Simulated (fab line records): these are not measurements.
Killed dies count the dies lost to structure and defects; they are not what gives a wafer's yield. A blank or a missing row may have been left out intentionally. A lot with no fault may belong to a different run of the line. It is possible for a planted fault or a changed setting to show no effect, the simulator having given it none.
Matching of chambers | flow sky130 | SKY_CONTACT_CVD_00 on pecvd-03 has 3 sister chambers
The step deposits Si3N4, target thk 75 nm. 6 wafers are shown with their chamber, then 10 later ones without.

EACH WAFER AND ITS CHAMBER
wafer  | chamber | heater power w (W)
L081.4 | 1       | 747
L083.1 | 0       | 736
L083.2 | 2       | 646
L083.6 | 0       | 753
L087.1 | 1       | 831
L087.3 | 2       | 668

WAFERS WITH NO CHAMBER GIVEN
wafer  | heater power w (W)
L087.6 | 826
L090.1 | 777
L090.2 | 815
L090.3 | 660
L090.4 | 785
L090.5 | 651
L090.6 | 841
L093.1 | 744
L093.3 | 811
L093.5 | 700

WHICH CHAMBER EACH ONE RAN IN
wafer  | from the rows above          | in truth
L087.6 | can't be placed: 1 or 0      | 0
L090.1 | can't be placed: 1 or 0      | 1
L090.2 | can't be placed: 1 or 0      | 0
L090.3 | 2                            | 2
L090.4 | can't be placed: 1 or 0      | 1
L090.5 | 2                            | 2
L090.6 | can't be placed: 1 or 0      | 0
L093.1 | can't be placed: 0 or 1      | 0
L093.3 | can't be placed: 1 or 0      | 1
L093.5 | can't be placed: 2 or 0 or 1 | 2
Correct placement for 2 of the 10. These rows do not allow placing 8 (true chamber among the candidates in 8). Placed wrongly: 0.
How it was worked out, from the rows above alone: a wafer's distance from a chamber is the root of the sum, over the readings, of the square of ((its reading less the chamber's mean) divided by the reading's scatter). If the next closest chamber is less than 2 further off than the closest, the wafer can't be placed; otherwise it belongs to the closest. The mean given for a chamber averages the wafers shown for that chamber. The scatter is the square root of a quotient: the sum, over the shown wafers, of each reading's squared deviation from its chamber's mean, divided by wafers minus chambers.
